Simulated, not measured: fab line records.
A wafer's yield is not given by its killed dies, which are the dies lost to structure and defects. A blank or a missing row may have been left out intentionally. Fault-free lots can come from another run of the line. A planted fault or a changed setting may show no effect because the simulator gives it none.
Matching of chambers	flow sky130	SKY_VIA2_CMP_02 on cmp-02 has 4 sister chambers
The step polishes SiO2. 14 wafers are shown with their chamber, then 7 later ones without.

WAFERS, EACH WITH ITS CHAMBER
wafer	chamber	motor current A (A)
L176.3	0	13.7
L176.5	1	13.3
L176.6	0	13.1
L177.1	3	11.5
L177.2	2	9.7
L177.4	0	12.8
L178.2	0	12.7
L178.5	2	10.0
L178.6	1	13.5
L179.4	3	11.3
L179.5	3	11.3
L179.6	0	13.3
L191.1	0	13.2
L191.2	1	13.6

SIGNATURES (means of the wafers above)
reading	chamber 0	chamber 1	chamber 2	chamber 3	scatter within a chamber
motor current A	13.133	13.467	9.850	11.367	0.278
Rule: for a wafer and a chamber, the distance is found by dividing, reading by reading, the gap between the wafer's reading and the chamber's mean by the reading's scatter, squaring, summing and taking the root. If the next closest chamber is less than 2 further off than the closest, the wafer can't be placed; otherwise it belongs to the closest. How the scatter is found: for the shown wafers, subtract from each reading the mean of its chamber, square and add these, divide the total by (wafers less chambers), then take the root.

WAFERS WITH NO CHAMBER GIVEN
wafer	motor current A (A)
L191.3	10.0
L197.1	10.8
L197.2	13.3
L197.4	10.4
L198.2	11.4
L198.3	13.5
L198.4	9.4

WHICH CHAMBER EACH ONE RAN IN
wafer	from the rows above	in truth
L191.3	2	2
L197.1	can't be placed: 3 or 2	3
L197.2	can't be placed: 1 or 0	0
L197.4	can't be placed: 2 or 3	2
L198.2	3	3
L198.3	can't be placed: 1 or 0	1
L198.4	2	2
Correctly placed: 3 of 7. Can't be placed from these rows: 4 (the true chamber is among the candidates in 4). 0 placed wrongly.
